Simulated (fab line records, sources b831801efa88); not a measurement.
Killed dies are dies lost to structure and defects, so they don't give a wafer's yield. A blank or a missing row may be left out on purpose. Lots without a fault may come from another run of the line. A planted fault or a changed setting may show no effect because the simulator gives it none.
Which tool did it? | flow gf180mcu | 14 lots, 42 wafers sampled, at 4 steps of a route of 602

WHAT THE GAUGES READ, wafer by wafer
GF_V1_THK_MEAS_03. Usual: V1_CVD_02_THK 847 nm, standard deviation 15.
lot  | measured     | on            | V1_CVD_02_THK (nm) | flag
L709 | day 17 04:44 | film_metro-02 | 832 833 838        |
L710 | day 17 12:16 | film_metro-02 | 856 852 879        |
L711 | day 17 22:05 | film_metro-03 | 840 849 845        |
L712 | day 18 11:18 | film_metro-02 | 833 830 866        |
L713 | day 18 18:08 | film_metro-02 | 856 844 857        |
L714 | day 19 04:08 | film_metro-04 | 852 829 825        |
L719 | day 21 08:37 | film_metro-04 | 868 849 885        |
L720 | day 21 10:02 | film_metro-04 | 865 834 872        |
L722 | day 22 05:41 | film_metro-04 | 861 843 849        |
L723 | day 22 16:22 | film_metro-03 | 833 843 838        |
L727 | day 23 15:34 | film_metro-03 | 843 861 848        |
L728 | day 24 02:29 | film_metro-02 | 832 849 849        |
L731 | day 24 21:01 | film_metro-02 | 838 824 850        |
L732 | day 25 06:32 | film_metro-03 | 843 862 845        |

WHICH TOOL RAN EACH LOT (tool, then ch and the chambers of the sampled wafers, then the start)
lot  | GF_HV_LDD_IMPLANT_48            | GF_SALICIDE_SPUTTER_03       | GF_M1_SPUTTER_03
L709 | implanter-03 ch 0, day 12 11:00 | pvd_sputter-04, day 15 04:08 | pvd_sputter-03, day 16 04:52
L710 | implanter-01 ch 0, day 12 16:29 | pvd_sputter-02, day 15 10:51 | pvd_sputter-04, day 16 11:47
L711 | implanter-03 ch 0, day 13 01:42 | pvd_sputter-02, day 15 21:20 | pvd_sputter-02, day 16 22:25
L712 | implanter-01 ch 0, day 13 12:59 | pvd_sputter-02, day 16 09:39 | pvd_sputter-04, day 17 10:53
L713 | implanter-04 ch 0, day 13 19:25 | pvd_sputter-01, day 16 16:32 | pvd_sputter-03, day 17 18:02
L714 | implanter-04 ch 0, day 14 03:27 | pvd_sputter-02, day 17 01:22 | pvd_sputter-03, day 18 02:52
L719 | implanter-04 ch 0, day 15 23:54 | pvd_sputter-01, day 19 04:39 | pvd_sputter-04, day 20 07:32
L720 | implanter-04 ch 0, day 16 04:06 | pvd_sputter-04, day 19 05:52 | pvd_sputter-02, day 20 08:49
L722 | implanter-04 ch 0, day 17 00:04 | pvd_sputter-04, day 20 02:37 | pvd_sputter-03, day 21 04:47
L723 | implanter-01 ch 0, day 17 08:38 | pvd_sputter-01, day 20 12:43 | pvd_sputter-04, day 21 15:37
L727 | implanter-01 ch 0, day 18 07:40 | pvd_sputter-02, day 21 13:50 | pvd_sputter-04, day 22 15:46
L728 | implanter-03 ch 0, day 18 19:15 | pvd_sputter-01, day 22 00:08 | pvd_sputter-03, day 23 02:36
L731 | implanter-03 ch 0, day 19 16:58 | pvd_sputter-01, day 22 20:38 | pvd_sputter-04, day 23 21:51
L732 | implanter-01 ch 0, day 20 02:23 | pvd_sputter-01, day 23 05:55 | pvd_sputter-02, day 24 07:16
- GF_HV_LDD_IMPLANT_48
- GF_SALICIDE_SPUTTER_03: material TiN, target thk 20 nm, time 16.7 s.
- GF_M1_SPUTTER_03: material Ti, target thk 10 nm, time 6.7 s.

WHAT THE TOOLS THEMSELVES READ (means of the sampled wafers that have a number; where no wafer has one, the mark that the record gives instead)
GF_HV_LDD_IMPLANT_48. Usual: dose_ions_cm2 2.9998e+13, standard deviation 2.8e+10; faraday_current_uA 169, standard deviation 3.2; tilt_deg 7.003 degrees, standard deviation 0.018.
lot  | tool         | dose_ions_cm2 | faraday_current_uA | tilt_deg (degrees) | flag
L709 | implanter-03 | 2.9990e+13    | 167                | 7.035              |
L710 | implanter-01 | 2.9997e+13    | 165                | 7.009              |
L711 | implanter-03 | 2.9991e+13    | 171                | 6.981              |
L712 | implanter-01 | 2.9989e+13    | 171                | 6.996              |
L713 | implanter-04 | 2.9948e+13    | 169                | 6.980              |
L714 | implanter-04 | 3.0012e+13    | 173                | 7.011              |
L719 | implanter-04 | 2.9994e+13    | 164                | 7.016              |
L720 | implanter-04 | 2.8750e+13    | 160                | 7.012              | OFF
L722 | implanter-04 | 2.8743e+13    | 160                | 6.995              | OFF
L723 | implanter-01 | 3.0000e+13    | 169                | 7.017              |
L727 | implanter-01 | 2.9976e+13    | 166                | 7.006              |
L728 | implanter-03 | 3.0020e+13    | 169                | 6.983              |
L731 | implanter-03 | 2.9960e+13    | 165                | 6.988              |
L732 | implanter-01 | 3.0026e+13    | 168                | 7.014              |

GF_SALICIDE_SPUTTER_03. Usual: cathode_dc_power_W 6499.9 W, standard deviation 1.1; throttle_valve_pct 30.3 %, standard deviation 1.1.
lot  | tool           | cathode_dc_power_W (W) | throttle_valve_pct (%) | flag
L709 | pvd_sputter-04 | 6500.3                 | 29.8                   |
L710 | pvd_sputter-02 | 6500.6                 | 31.5                   |
L711 | pvd_sputter-02 | 6500.8                 | 30.2                   |
L712 | pvd_sputter-02 | 6500.5                 | 31.0                   |
L713 | pvd_sputter-01 | 6500.3                 | 30.2                   |
L714 | pvd_sputter-02 | 6498.9                 | 30.6                   |
L719 | pvd_sputter-01 | 6499.0                 | 30.1                   |
L720 | pvd_sputter-04 | 6500.3                 | 30.5                   |
L722 | pvd_sputter-04 | 6500.3                 | 28.9                   |
L723 | pvd_sputter-01 | 6499.7                 | 30.3                   |
L727 | pvd_sputter-02 | 6499.4                 | 31.0                   |
L728 | pvd_sputter-01 | 6499.7                 | 30.9                   |
L731 | pvd_sputter-01 | 6499.2                 | 30.8                   |
L732 | pvd_sputter-01 | 6500.3                 | 30.1                   |

GF_M1_SPUTTER_03. Usual: cathode_dc_power_W 2999.9 W, standard deviation 0.58; throttle_valve_pct 29.7 %, standard deviation 1.1.
lot  | tool           | cathode_dc_power_W (W) | throttle_valve_pct (%) | flag
L709 | pvd_sputter-03 | 2999.6                 | 29.2                   |
L710 | pvd_sputter-04 | 3000.0                 | 28.8                   |
L711 | pvd_sputter-02 | 3000.0                 | 30.7                   |
L712 | pvd_sputter-04 | 3000.3                 | 29.0                   |
L713 | pvd_sputter-03 | 2999.8                 | 29.4                   |
L714 | pvd_sputter-03 | 2999.9                 | 29.3                   |
L719 | pvd_sputter-04 | 3000.1                 | 30.0                   |
L720 | pvd_sputter-02 | 3000.1                 | 29.9                   |
L722 | pvd_sputter-03 | 3000.0                 | 29.5                   |
L723 | pvd_sputter-04 | 2999.8                 | 28.4                   |
L727 | pvd_sputter-04 | 2999.7                 | 30.2                   |
L728 | pvd_sputter-03 | 3000.4                 | 29.0                   |
L731 | pvd_sputter-04 | 2999.7                 | 29.5                   |
L732 | pvd_sputter-02 | 2999.8                 | 30.6                   |

THE ANSWER, worked out from the rows above alone
Rule: a lot is off if the mean of its wafers that have a number lies more than 3 standard deviations from the usual mean. A lot without any number at a reading at which 4 lots or more have one is off too. The other lots that the step has rows for count as sound. The gauges are gone through in route order, then the tools' own readings, and for those a lot's mean is taken as printed above. The first step at which some lot is off is used, and at that step the reading that is off furthest; a lot without a number counts as furthest.
Off: L720, L722, at GF_HV_LDD_IMPLANT_48 (dose_ions_cm2).
A tool fits if, at that step or a process step before it, it ran every lot that is off, and no sound lot after the first of them. One fits: implanter-04 at GF_HV_LDD_IMPLANT_48. Its last sound lot is L719 (day 15 23:54), its first lot that is off L720 (day 16 04:06): a fault that began between those two fits.
The tool's own readings at GF_HV_LDD_IMPLANT_48 bear it out: on the lots that are off they differ by more than 5 times the standard deviation of the sound lots' means. dose_ions_cm2 reads 2.8746e+13 there against 2.9992e+13 on the sound lots.

WHAT THE SIMULATOR HAD PUT IN
Process parameter drift: implanter-04, from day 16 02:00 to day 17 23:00, at GF_HV_LDD_IMPLANT_48. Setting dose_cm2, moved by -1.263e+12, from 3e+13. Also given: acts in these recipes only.
Lots struck among those shown: L720, L722. The rule above found the same.
